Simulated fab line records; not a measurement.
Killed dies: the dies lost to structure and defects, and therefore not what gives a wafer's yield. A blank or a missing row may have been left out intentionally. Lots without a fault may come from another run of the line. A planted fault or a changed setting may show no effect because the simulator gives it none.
fab line records	flow sky130
record: lots: 10	wafers: 30	lastDay: 50
route steps=708 shown RES_PROTECT@214 POLY_GATE@227 LDD_N@247 PAD_OPEN@708
lots untouched by any fault: they come from a run of this same line in which no faults occurred
startH: hours from the record's opening day to when the first of the lot's shown wafers began	waitH: how many hours have passed since the lot's step before this one	" repeats the value in the row above	L1.1+2: one row covering several wafers at once	- either no value or no given start	* or withheld: withheld	< > ~ a bound
route shown NAME@n: NAME is a module with steps in the file, n the number in the route of the first one	usual: mean/standard deviation of fault-free wafers	same: alike in all rows	chamber/n: place in a boat	sites: each site's reading	_std_site: standard deviation of those values	_edge_site: mean of outer sites minus mean of inner sites	radiusMm: for every site, how far away it sits from the centre of the wafer	mask NAME#n: copy n	behind: the last tool/chamber to shape the wafer	hold: reason for holding the lot/hours on hold/outcome of the hold	device: which transistor (n, p or np) failed to switch	end of line: at the end of the route, the tests of the same wafers	a step with no rows: only its recipe	killed: the dies lost at the first sort to structure and to defects; this is not the yield of the wafer	map: dies across one wafer; x = killed, . = not, _ = none there
set.NAME: the setting the step ran with; set.NAME@STEP: the setting that earlier step ran with	model.NAME: the simulator's own value behind a step, which no gauge read
the route's steps for a sample of lots (tables are steps, rows are wafers)
services: from which hour (startH, from the record's first day; less than 0 if before it) a tool's chamber was out of use, for how many hours, and why
== steps ==
step: SKY_RES_PROTECT_STRIP_07
recipe: chemistry: O2/N2	powerW: 1400	pressureMtorr: 1500	platenTempC: withheld	o2FlowSccm: 3000	n2FlowSccm: 300	overashFraction: 0.5
usual: chamberPressureMTorr: 1500.1/1.4	drypumpMotorCurrentA: 5.7/0.41	oesProductAu: 0.517/0.0047	stripTimeToEndpointS: 23.35/0.037
lot.wafer	tool	chamber	startH	waitH	chamberPressureMTorr	drypumpMotorCurrentA	oesProductAu	rfHoursCounterH	stripTimeToEndpointS
L668.2	plasmaAsher-01	0	346.24	0.1	1500.3	5.5	0.520	22	23.32
L668.3	"	0	"	"	1500.0	5.5	0.509	-	23.36
L668.6	"	0	"	"	1500.2	5.5	0.510	-	23.30
L669.1	plasmaAsher-03	0	353.52	0.1	1499.9	6.7	0.519	66	23.38
L669.2	"	1	"	"	1501.9	5.8	0.516	66	23.42
L669.5	"	1	"	"	1501.3	5.8	0.521	-	23.37
L673.3	plasmaAsher-01	0	389.28	0.1	1500.3	5.5	0.521	-	23.33
L673.4	"	1	"	"	1501.8	5.7	0.518	-	23.30
L673.6	"	1	"	"	1496.7	5.8	0.514	-	23.34
L675.1	plasmaAsher-02	1	401.82	0.1	1499.7	5.9	0.518	71	23.34
L675.4	"	0	"	"	1498.6	5.2	0.516	-	23.34
L675.6	"	1	"	"	1500.6	5.9	0.521	-	23.36
L677.1	plasmaAsher-01	1	427.62	0.1	1499.7	5.8	0.508	30	23.32
L677.2	"	0	"	"	1496.9	5.5	0.513	30	23.30
L677.6	"	1	"	"	1498.9	5.8	0.518	-	23.32
L676.2	plasmaAsher-01	0	427.76	0.1	1502.4	5.5	0.519	30	23.30
L676.3	"	1	"	"	1498.2	5.7	0.515	-	23.37
L676.5	"	0	"	"	1501.7	5.5	0.517	-	23.35
L679.2	plasmaAsher-03	1	444.02	0.1	1500.1	5.8	0.515	1	23.40
L679.4	"	1	"	"	1498.3	5.8	0.509	-	23.44
L679.5	"	0	"	"	1499.2	6.7	0.511	-	23.44
L681.2	plasmaAsher-01	1	470.81	0.1	1498.1	5.8	0.521	35	23.36
L681.3	"	0	"	"	1499.9	5.5	0.515	-	23.32
L681.6	"	0	"	"	1498.7	5.5	0.522	-	23.32
L685.2	plasmaAsher-01	1	489.16	0.1	1499.3	5.7	0.519	36	23.40
L685.5	"	0	"	"	1501.7	5.5	0.518	-	23.37
L685.6	"	1	"	"	1498.7	5.7	0.504	-	23.42
L687.2	plasmaAsher-02	1	512.52	0.1	1501.8	5.9	0.511	82	23.39
L687.4	"	1	"	"	1500.8	5.9	0.512	-	23.36
L687.6	"	0	"	"	1497.5	5.2	0.522	-	23.34
step: SKY_POLY_GATE_CD_MEAS_13
recipe: targetCdNm: 150
usual: cdNm: 149.9/1
lot.wafer	tool	chamber	startH	waitH	cdNm
L668.2	cdSem-02	-	375.34	-	149.9
L668.3	"	-	"	"	149.7
L668.6	"	-	"	"	149.4
L669.1	cdSem-01	-	386.08	-	149.6
L669.2	"	-	"	"	149.3
L669.5	"	-	"	"	149.9
L673.3	cdSem-01	-	421.47	-	147.5
L673.4	"	-	"	"	148.3
L673.6	"	-	"	"	148.5
L675.1	cdSem-02	-	436.57	-	150.5
L675.4	"	-	"	"	150.8
L675.6	"	-	"	"	151.5
L677.1	cdSem-02	-	460.02	-	147.9
L677.2	"	-	"	"	148.9
L677.6	"	-	"	"	147.3
L676.2	cdSem-01	-	461.19	-	149.8
L676.3	"	-	"	"	149.0
L676.5	"	-	"	"	148.9
L679.2	cdSem-02	-	476.49	-	150.4
L679.4	"	-	"	"	150.4
L679.5	"	-	"	"	150.3
L681.2	cdSem-02	-	504.19	-	151.1
L681.3	"	-	"	"	149.6
L681.6	"	-	"	"	151.4
L685.2	cdSem-01	-	521.30	-	148.9
L685.5	"	-	"	"	148.4
L685.6	"	-	"	"	149.9
L687.2	cdSem-01	-	543.99	-	150.6
L687.4	"	-	"	"	150.8
L687.6	"	-	"	"	150.3
step: SKY_POLY_GATE_ETCH_16
recipe: stopOn: poly-Si	chemistry: CH3F/O2	target: Si3N4	sourceW: 400	biasW: 80	pressureMtorr: 25	ch3fFlowSccm: 40	O2_flow_sccm: 30	timeS: 147.5	targetDepthA: 750
usual: chamberPressureMTorr: 24.999/0.024	drypumpMotorCurrentA: 5.7/0.57	oesProductAu: 0.640/0.0047	throttleValvePct: 10.534/0.0093
lot.wafer	tool	chamber	startH	waitH	chamberPressureMTorr	drypumpMotorCurrentA	oesProductAu	rfHoursCounterH	throttleValvePct
L668.2	rieDiel-02	1	375.56	0.0	25.047	6.4	0.628	5	10.521
L668.3	"	3	"	"	25.003	4.8	0.634	64	10.532
L668.6	"	1	"	"	24.994	6.4	0.640	-	10.538
L669.1	rieDiel-02	3	386.32	0.0	24.969	4.9	0.637	64	10.551
L669.2	"	0	"	"	25.020	5.1	0.635	68	10.528
L669.5	"	1	"	"	25.014	6.4	0.643	-	10.541
L673.3	rieDiel-04	1	421.67	0.0	25.021	6.2	0.637	72	10.546
L673.4	"	2	"	"	25.008	5.6	0.637	59	10.524
L673.6	"	2	"	"	24.990	5.6	0.637	-	10.554
L675.1	rieDiel-01	0	436.81	0.0	25.008	5.8	0.645	54	10.539
L675.4	"	1	"	"	24.973	5.1	0.634	-	10.544
L675.6	"	3	"	"	25.039	6.7	0.635	-	10.519
L677.1	rieDiel-02	0	460.26	0.0	24.991	5.1	0.639	69	10.549
L677.2	"	1	"	"	25.026	6.4	0.650	7	10.516
L677.6	"	0	"	"	25.031	5.1	0.639	-	10.526
L676.2	rieDiel-04	2	461.41	0.0	25.015	5.6	0.643	60	10.532
L676.3	"	1	"	"	25.033	6.2	0.635	72	10.533
L676.5	"	2	"	"	25.036	5.6	0.635	-	10.529
L679.2	rieDiel-01	0	476.71	0.0	25.005	5.8	0.637	55	10.532
L679.4	"	3	"	"	24.992	6.6	0.639	6	10.541
L679.5	"	0	"	"	25.000	5.8	0.641	-	10.534
L681.2	rieDiel-01	0	504.41	0.0	25.010	5.8	0.642	56	10.539
L681.3	"	1	"	"	24.968	5.1	0.647	1	10.521
L681.6	"	1	"	"	24.983	5.1	0.634	-	10.547
L685.2	rieDiel-04	1	521.52	0.0	24.999	6.2	0.648	74	10.535
L685.5	"	3	"	"	25.043	5.6	0.633	-	10.537
L685.6	"	1	"	"	25.007	6.2	0.635	-	10.548
L687.2	rieDiel-01	0	544.21	0.0	24.998	5.8	0.639	57	10.551
L687.4	"	0	"	"	24.975	5.8	0.639	-	10.535
L687.6	"	1	"	"	25.002	5.2	0.639	-	10.541
step: SKY_LDD_N_IMPLANT_10
recipe: species: As	energyKev: 20	doseCm2: 7.5e+13	tiltDeg: withheld	rotationDeg: 203
usual: beamEnergyKeV: 20.000/0.0069
lot.wafer	tool	chamber	startH	waitH	beamEnergyKeV
L668.2	implanter-04	0	408.17	0.1	20.000
L668.3	"	0	"	"	20.008
L668.6	"	0	"	"	20.006
L669.1	implanter-04	0	418.01	0.1	19.996
L669.2	"	0	"	"	19.992
L669.5	"	0	"	"	19.987
L673.3	implanter-04	0	455.86	0.1	20.002
L673.4	"	0	"	"	19.997
L673.6	"	0	"	"	19.991
L675.1	implanter-01	0	471.30	0.1	20.004
L675.4	"	0	"	"	20.000
L675.6	"	0	"	"	20.002
L677.1	implanter-04	0	492.76	0.1	19.994
L677.2	"	0	"	"	20.004
L677.6	"	0	"	"	20.003
L676.2	implanter-01	0	493.69	0.1	20.005
L676.3	"	0	"	"	20.006
L676.5	"	0	"	"	20.007
L679.2	implanter-01	0	510.19	0.1	20.000
L679.4	"	0	"	"	19.991
L679.5	"	0	"	"	19.995
L681.2	implanter-01	0	535.57	0.1	20.002
L681.3	"	0	"	"	20.009
L681.6	"	0	"	"	20.009
L685.2	implanter-04	0	553.14	0.1	19.992
L685.5	"	0	"	"	19.998
L685.6	"	0	"	"	20.001
L685.2	implanter-04	0	553.45	0.3	19.995
L685.5	"	0	"	"	19.991
L685.6	"	0	"	"	20.005
L687.2	implanter-04	0	576.47	0.1	20.002
L687.4	"	0	"	"	19.985
L687.6	"	0	"	"	19.993
L687.2	implanter-04	0	576.79	0.3	20.004
L687.4	"	0	"	"	20.000
L687.6	"	0	"	"	19.995
step: SKY_LDD_N_STRIP_16
recipe: chemistry: O2/N2	powerW: 1400	pressureMtorr: 1500	platenTempC: withheld	o2FlowSccm: 3000	n2FlowSccm: 300	overashFraction: 0.5
usual: chamberPressureMTorr: 1499.9/1.3	drypumpMotorCurrentA: 5.9/0.47	oesProductAu: 0.407/0.0042	stripTimeToEndpointS: 4.317/0.014
lot.wafer	tool	chamber	startH	waitH	chamberPressureMTorr	drypumpMotorCurrentA	oesProductAu	rfHoursCounterH	stripTimeToEndpointS
L668.2	plasmaAsher-03	0	409.05	0.1	1497.6	6.8	0.405	71	4.303
L668.3	"	0	"	"	1501.0	6.8	0.404	-	4.306
L668.6	"	1	"	"	1499.6	5.8	0.403	-	4.287
L669.1	plasmaAsher-04	0	418.91	0.1	1500.0	5.3	0.401	59	4.329
L669.2	"	1	"	"	1500.5	5.9	0.408	59	4.331
L669.5	"	0	"	"	1498.7	5.3	0.413	-	4.316
L673.3	plasmaAsher-03	1	456.74	0.1	1499.0	5.8	0.414	-	4.315
L673.4	"	0	"	"	1498.6	6.7	0.418	-	4.312
L673.6	"	0	"	"	1500.6	6.7	0.409	-	4.301
L675.1	plasmaAsher-01	1	472.20	0.1	1500.9	5.8	0.411	35	4.306
L675.4	"	0	"	"	1503.0	5.5	0.408	-	4.328
L675.6	"	1	"	"	1498.4	5.7	0.406	-	4.296
L677.1	plasmaAsher-03	1	493.66	0.1	1499.5	5.8	0.414	6	4.322
L677.2	"	0	"	"	1501.1	6.8	0.407	6	4.339
L677.6	"	0	"	"	1499.8	6.7	0.403	-	4.329
L676.2	plasmaAsher-01	0	494.56	0.1	1499.8	5.5	0.411	37	4.319
L676.3	"	0	"	"	1499.4	5.5	0.409	-	4.334
L676.5	"	0	"	"	1500.8	5.5	0.407	-	4.327
L679.2	plasmaAsher-04	1	511.06	0.1	1499.2	5.9	0.409	68	4.327
L679.4	"	1	"	"	1497.1	5.9	0.411	-	4.320
L679.5	"	1	"	"	1500.7	5.9	0.409	-	4.298
L681.2	plasmaAsher-01	1	536.45	0.1	1499.6	5.7	0.407	41	4.304
L681.3	"	0	"	"	1499.4	5.5	0.406	-	4.306
L681.6	"	0	"	"	1499.7	5.5	0.407	-	4.298
L685.2	plasmaAsher-03	0	554.33	0.1	1501.7	6.8	0.410	12	4.542
L685.5	"	1	"	"	1500.2	5.8	0.409	-	4.544
L685.6	"	0	"	"	1501.9	6.7	0.399	-	4.539
L687.2	plasmaAsher-04	0	577.86	0.3	1498.8	5.3	0.410	74	4.537
L687.4	"	1	"	"	1499.7	5.9	0.402	-	4.542
L687.6	"	1	"	"	1502.3	5.9	0.406	-	4.553
step: SKY_LDD_N_TW_MEAS_17
usual: LDD_N_TW: 2592/10
lot.wafer	tool	chamber	startH	waitH	LDD_N_TW
L668.2	filmMetro-04	-	409.16	0.1	2619
L668.3	"	-	"	"	2598
L668.6	"	-	"	"	2616
L669.1	filmMetro-02	-	419.01	0.1	2586
L669.2	"	-	"	"	2587
L669.5	"	-	"	"	2594
L673.3	filmMetro-01	-	456.83	0.1	2596
L673.4	"	-	"	"	2599
L673.6	"	-	"	"	2594
L675.1	filmMetro-02	-	472.30	0.1	2594
L675.4	"	-	"	"	2605
L675.6	"	-	"	"	2599
L677.1	filmMetro-01	-	493.76	0.1	2594
L677.2	"	-	"	"	2599
L677.6	"	-	"	"	2605
L676.2	filmMetro-02	-	494.67	0.1	2577
L676.3	"	-	"	"	2573
L676.5	"	-	"	"	2582
L679.2	filmMetro-02	-	511.17	0.1	2595
L679.4	"	-	"	"	2580
L679.5	"	-	"	"	2594
L681.2	filmMetro-04	-	536.56	0.1	2574
L681.3	"	-	"	"	2576
L681.6	"	-	"	"	2588
L685.2	filmMetro-02	-	554.44	0.1	2703
L685.5	"	-	"	"	2693
L685.6	"	-	"	"	2706
L687.2	filmMetro-04	-	577.97	0.1	2700
L687.4	"	-	"	"	2708
L687.6	"	-	"	"	2706
step: SKY_PAD_OPEN_PROBE_99
usual: killed_at_M0_to_M3: 43/6.5	killed_at_M4_up: 3.2/1.9	killedAtContacts: 25/5.5	killedAtFrontEnd: 14/4.2	killedAtOther: 0.2/0.44	killedDies: 85/8.5	killedOpen: 47/7	killedShort: 39/6.3
same: grossDies: 492	killedAtBackSide: 0
lot.wafer	tool	chamber	startH	waitH	killed_at_M0_to_M3	killed_at_M4_up	killedAtContacts	killedAtFrontEnd	killedAtOther	killedDies	killedOpen	killedShort
L668.2	prober-02	-	1082.20	0.1	44	0	13	16	0	73	36	37
L668.3	prober-02	-	1082.25	0.2	41	3	26	18	0	88	47	41
L668.6	prober-02	-	1082.40	0.2	39	2	32	13	0	86	48	38
L669.1	prober-01	-	1089.19	0.1	45	5	25	15	1	91	49	42
L669.2	prober-01	-	1089.24	0.1	47	3	22	10	0	82	44	38
L669.5	prober-01	-	1089.39	0.2	47	4	27	18	0	96	57	39
L673.3	prober-01	-	1114.74	0.2	35	4	24	25	0	88	53	35
L673.4	prober-01	-	1114.79	0.2	46	4	24	11	1	86	49	37
L673.6	prober-01	-	1114.89	0.2	36	8	15	20	1	80	38	42
L675.1	prober-01	-	1124.54	0.1	35	1	29	18	0	83	38	45
L675.4	prober-01	-	1124.69	0.2	44	2	28	11	0	85	49	36
L675.6	prober-01	-	1124.79	0.2	49	5	27	14	0	95	53	42
L677.1	prober-02	-	1136.94	0.1	39	0	18	10	0	67	39	28
L677.2	prober-02	-	1136.99	0.1	34	0	19	19	0	72	44	28
L677.6	prober-02	-	1137.19	0.2	36	4	23	12	2	77	38	39
L676.2	prober-01	-	1141.33	0.1	36	5	27	12	1	81	53	28
L676.3	prober-01	-	1141.38	0.2	41	5	36	12	0	94	54	40
L676.5	prober-01	-	1141.48	0.2	57	3	27	17	1	105	60	45
L679.2	prober-01	-	1150.88	0.1	47	3	18	20	0	88	45	43
L679.4	prober-01	-	1150.98	0.2	38	6	15	21	0	80	41	39
L679.5	prober-01	-	1151.03	0.2	31	3	23	20	0	77	34	43
L681.2	prober-01	-	1165.53	0.1	43	2	27	9	0	81	47	34
L681.3	prober-01	-	1165.58	0.2	43	4	22	16	0	85	49	36
L681.6	prober-01	-	1165.73	0.2	54	2	18	11	0	85	44	41
L685.2	prober-01	-	1179.95	0.1	46	4	30	15	0	95	61	34
L685.5	prober-01	-	1180.10	0.2	45	3	34	15	0	97	54	43
L685.6	prober-01	-	1180.15	0.2	36	1	28	14	1	80	48	32
L687.2	prober-01	-	1189.85	0.1	45	7	25	13	0	90	39	51
L687.4	prober-01	-	1189.95	0.2	52	3	25	14	1	95	55	40
L687.6	prober-01	-	1190.05	0.2	43	2	33	9	0	87	59	28
killed by level:class
L668.2 VIA3:geometricParticle:open=8 METAL1:geometricParticle:short=7 VIA1:geometricParticle:short=7 POLY_GATE:geometricParticle:open=5 CONTACT:geometricParticle:open=5 VIA1:geometricParticle:open=5 METAL3:geometricParticle:short=4 CONTACT:geometricParticle:short=4
L668.3 LI_CONTACT:geometricParticle:open=12 FIELD_ISO:geometricParticle:open=7 VIA2:geometricParticle:open=7 METAL3:geometricParticle:short=6 VIA1:geometricParticle:open=6 METAL1:geometricParticle:short=5 VIA1:geometricParticle:short=5 POLY_GATE:geometricParticle:open=4
L668.6 CONTACT:geometricParticle:short=10 CONTACT:geometricParticle:open=10 VIA3:geometricParticle:open=8 LI_CONTACT:geometricParticle:open=7 VIA1:geometricParticle:open=7 VIA2:geometricParticle:open=5 VIA2:geometricParticle:short=4 POLY_GATE:geometricParticle:open=3
L669.1 VIA1:geometricParticle:open=9 CONTACT:geometricParticle:open=9 CONTACT:geometricParticle:short=7 VIA3:geometricParticle:open=7 FIELD_ISO:geometricParticle:short=6 VIA2:geometricParticle:open=6 VIA1:geometricParticle:short=6 METAL2:geometricParticle:short=6
L669.2 VIA1:geometricParticle:open=13 CONTACT:geometricParticle:open=9 METAL2:geometricParticle:short=8 LOCAL_INTERCONNECT:geometricParticle:short=7 METAL1:geometricParticle:short=7 VIA2:geometricParticle:open=5 VIA2:geometricParticle:short=5 FIELD_ISO:geometricParticle:short=4
L669.5 CONTACT:geometricParticle:open=12 VIA1:geometricParticle:open=11 VIA2:geometricParticle:open=9 FIELD_ISO:geometricParticle:open=7 CONTACT:geometricParticle:short=6 LOCAL_INTERCONNECT:geometricParticle:short=5 VIA3:geometricParticle:open=5 POLY_GATE:geometricParticle:open=4
L673.3 CONTACT:geometricParticle:open=10 FIELD_ISO:geometricParticle:open=9 VIA1:geometricParticle:open=8 VIA2:geometricParticle:open=7 POLY_GATE:geometricParticle:short=6 VIA3:geometricParticle:open=6 LI_CONTACT:geometricParticle:open=5 CONTACT:geometricParticle:short=5
L673.4 VIA1:geometricParticle:open=10 VIA2:geometricParticle:open=10 CONTACT:geometricParticle:open=8 CONTACT:geometricParticle:short=6 VIA3:geometricParticle:open=6 LI_CONTACT:geometricParticle:open=5 METAL1:geometricParticle:short=5 VIA1:geometricParticle:short=5
L673.6 FIELD_ISO:geometricParticle:short=8 METAL4:geometricParticle:short=7 CONTACT:geometricParticle:open=7 VIA2:geometricParticle:open=7 VIA3:geometricParticle:short=6 VIA3:geometricParticle:open=6 VIA1:geometricParticle:open=4 SPACER:geometricParticle:short=3
L675.1 CONTACT:geometricParticle:short=9 VIA1:geometricParticle:short=7 VIA1:geometricParticle:open=7 LI_CONTACT:geometricParticle:open=6 CONTACT:geometricParticle:open=6 POLY_GATE:geometricParticle:short=5 LOCAL_INTERCONNECT:geometricParticle:short=5 VIA2:geometricParticle:open=5
L675.4 CONTACT:geometricParticle:open=12 VIA1:geometricParticle:open=12 CONTACT:geometricParticle:short=6 VIA2:geometricParticle:open=6 VIA3:geometricParticle:open=5 LI_CONTACT:geometricParticle:open=5 METAL1:geometricParticle:short=5 VIA2:geometricParticle:short=4
L675.6 CONTACT:geometricParticle:open=18 VIA1:geometricParticle:open=11 VIA3:geometricParticle:open=8 POLY_GATE:geometricParticle:short=5 VIA1:geometricParticle:short=5 METAL3:geometricParticle:short=5 METAL4:geometricParticle:short=5 LI_CONTACT:geometricParticle:short=4
L677.1 CONTACT:geometricParticle:open=8 VIA3:geometricParticle:open=7 VIA2:geometricParticle:open=6 METAL1:geometricParticle:short=6 VIA1:geometricParticle:open=6 VIA3:geometricParticle:short=5 VIA1:geometricParticle:short=4 FIELD_ISO:geometricParticle:open=3
L677.2 VIA1:geometricParticle:open=12 LI_CONTACT:geometricParticle:open=8 CONTACT:geometricParticle:open=8 FIELD_ISO:geometricParticle:short=5 FIELD_ISO:geometricParticle:open=5 VIA3:geometricParticle:open=4 METAL1:geometricParticle:short=3 VIA1:geometricParticle:short=3
L677.6 VIA3:geometricParticle:open=10 CONTACT:geometricParticle:short=9 CONTACT:geometricParticle:open=6 LI_CONTACT:geometricParticle:open=5 POLY_GATE:geometricParticle:open=4 VIA2:geometricParticle:open=4 METAL3:geometricParticle:short=4 VIA2:geometricParticle:short=4
L676.2 LI_CONTACT:geometricParticle:open=14 VIA2:geometricParticle:open=11 CONTACT:geometricParticle:open=8 VIA3:geometricParticle:open=6 METAL2:geometricParticle:short=5 POLY_GATE:geometricParticle:open=4 POLY_GATE:geometricParticle:short=4 VIA1:geometricParticle:open=3
L676.3 VIA1:geometricParticle:open=15 LI_CONTACT:geometricParticle:open=11 CONTACT:geometricParticle:open=11 VIA3:geometricParticle:open=6 CONTACT:geometricParticle:short=6 POLY_GATE:geometricParticle:short=5 LI_CONTACT:geometricParticle:short=4 LOCAL_INTERCONNECT:geometricParticle:short=4
L676.5 LI_CONTACT:geometricParticle:open=12 VIA1:geometricParticle:open=12 VIA1:geometricParticle:short=11 CONTACT:geometricParticle:open=8 METAL2:geometricParticle:short=7 VIA3:geometricParticle:open=7 METAL1:geometricParticle:short=6 VIA2:geometricParticle:open=5
L679.2 VIA3:geometricParticle:open=11 VIA1:geometricParticle:open=11 POLY_GATE:geometricParticle:short=7 CONTACT:geometricParticle:open=6 VIA1:geometricParticle:short=6 VIA2:geometricParticle:open=6 FIELD_ISO:geometricParticle:short=4 LOCAL_INTERCONNECT:geometricParticle:short=4
L679.4 VIA1:geometricParticle:open=9 FIELD_ISO:geometricParticle:open=7 CONTACT:geometricParticle:open=6 VIA2:geometricParticle:open=6 POLY_GATE:geometricParticle:open=5 CONTACT:geometricParticle:short=5 VIA1:geometricParticle:short=5 METAL4:geometricParticle:short=5
L679.5 LI_CONTACT:geometricParticle:open=10 POLY_GATE:geometricParticle:short=8 CONTACT:geometricParticle:open=7 METAL1:geometricParticle:short=6 FIELD_ISO:geometricParticle:short=5 VIA1:geometricParticle:open=5 VIA1:geometricParticle:short=4 VIA2:geometricParticle:open=4
L681.2 CONTACT:geometricParticle:open=10 VIA3:geometricParticle:open=9 CONTACT:geometricParticle:short=8 VIA1:geometricParticle:open=8 VIA2:geometricParticle:open=6 LOCAL_INTERCONNECT:geometricParticle:short=4 VIA1:geometricParticle:short=4 METAL1:geometricParticle:open=4
L681.3 VIA1:geometricParticle:open=16 VIA2:geometricParticle:open=9 CONTACT:geometricParticle:open=7 FIELD_ISO:geometricParticle:short=5 LI_CONTACT:geometricParticle:open=5 CONTACT:geometricParticle:short=5 METAL1:geometricParticle:short=5 METAL2:geometricParticle:short=4
L681.6 VIA1:geometricParticle:open=14 VIA2:geometricParticle:open=9 VIA1:geometricParticle:short=8 CONTACT:geometricParticle:short=7 METAL1:geometricParticle:short=5 METAL2:geometricParticle:short=5 FIELD_ISO:geometricParticle:open=4 CONTACT:geometricParticle:open=4
L685.2 VIA1:geometricParticle:open=14 CONTACT:geometricParticle:open=9 LI_CONTACT:geometricParticle:open=8 FIELD_ISO:geometricParticle:open=6 LOCAL_INTERCONNECT:geometricParticle:short=6 METAL1:geometricParticle:short=6 VIA2:geometricParticle:open=6 VIA3:geometricParticle:open=6
L685.5 VIA1:geometricParticle:open=17 CONTACT:geometricParticle:open=15 LI_CONTACT:geometricParticle:open=8 LOCAL_INTERCONNECT:geometricParticle:short=6 VIA1:geometricParticle:short=6 METAL2:geometricParticle:short=6 FIELD_ISO:geometricParticle:short=4 POLY_GATE:geometricParticle:open=4
L685.6 CONTACT:geometricParticle:open=13 VIA2:geometricParticle:open=8 VIA1:geometricParticle:open=6 METAL1:geometricParticle:short=4 LI_CONTACT:geometricParticle:open=4 CONTACT:geometricParticle:short=4 VIA1:geometricParticle:short=4 METAL2:geometricParticle:short=4
L687.2 VIA1:geometricParticle:open=10 METAL2:geometricParticle:short=8 METAL1:geometricParticle:short=7 METAL4:geometricParticle:short=7 CONTACT:geometricParticle:short=6 LI_CONTACT:geometricParticle:open=5 CONTACT:geometricParticle:open=5 VIA2:geometricParticle:open=5
L687.4 VIA1:geometricParticle:open=14 CONTACT:geometricParticle:open=9 CONTACT:geometricParticle:short=9 VIA2:geometricParticle:open=7 VIA1:geometricParticle:short=6 METAL1:geometricParticle:open=4 METAL1:geometricParticle:short=4 METAL2:geometricParticle:short=4
L687.6 CONTACT:geometricParticle:open=17 VIA2:geometricParticle:open=10 VIA1:geometricParticle:open=10 VIA3:geometricParticle:open=8 CONTACT:geometricParticle:short=5 LI_CONTACT:geometricParticle:open=5 VIA3:geometricParticle:short=5 FIELD_ISO:geometricParticle:open=4
== services ==
tool	chamber	startH	hours	kind
rieDiel-01	1	330.94	1.4	repair
implanter-01	-	335.96	7.3	pm
rieDiel-02	3	338.71	7.0	repair
rieDiel-01	2	339.22	5.4	repair
plasmaAsher-03	-	421.25	9.0	pm
plasmaAsher-03	0	421.25	9.0	ventCycle
plasmaAsher-03	1	421.25	9.0	ventCycle
rieDiel-04	-	428.79	0.4	repair
plasmaAsher-03	0	430.25	-	clean
plasmaAsher-03	1	430.25	-	clean
rieDiel-01	2	435.37	6.6	repair
rieDiel-01	1	446.94	-	clean
rieDiel-01	1	446.94	15.0	scheduledDown
rieDiel-02	3	447.53	4.0	repair
rieDiel-02	0	453.88	2.1	repair
rieDiel-04	0	459.20	14.5	repair
plasmaAsher-01	-	459.42	1.8	repair
implanter-01	-	462.93	1.4	repair
rieDiel-02	3	463.79	1.3	repair
implanter-01	-	482.20	1.6	repair
rieDiel-04	0	494.58	1.5	repair
plasmaAsher-04	-	498.43	7.4	repair
plasmaAsher-03	-	514.66	2.8	pm
implanter-04	-	577.35	17.1	pm
== key ==
firstSign: step: SKY_LDD_N_IMPLANT_10	reading: visit	direction: added
effect: step: SKY_LDD_N_STRIP_16	reading: stripTimeToEndpointS	direction: up	sigmas: 16	usual: *	struck: *
effect: step: SKY_LDD_N_TW_MEAS_17	reading: LDD_N_TW	direction: up	sigmas: 11	usual: 2592	struck: 2703
metAt SKY_LDD_N_IMPLANT_10
struckLots L685,L687
testerLeftOut L685,L687
notActingAt SKY_RES_PROTECT_STRIP_07,SKY_POLY_GATE_CD_MEAS_13,SKY_POLY_GATE_ETCH_16
fault: kind: repeatedStepWhole	tool: implanter-01,implanter-03,implanter-04	chamber: -	onsetH: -	steps: SKY_LDD_N_IMPLANT_10	times: 1	scope: struckLotsOnly
testerLeftOut: of these lots the tester's yield and bins aren't shown, on N5 and GAA mostly nor the transistor test; their killed dies are dies lost to structure and defects alone, not to doping, threshold or leakage, so they don't give the yield
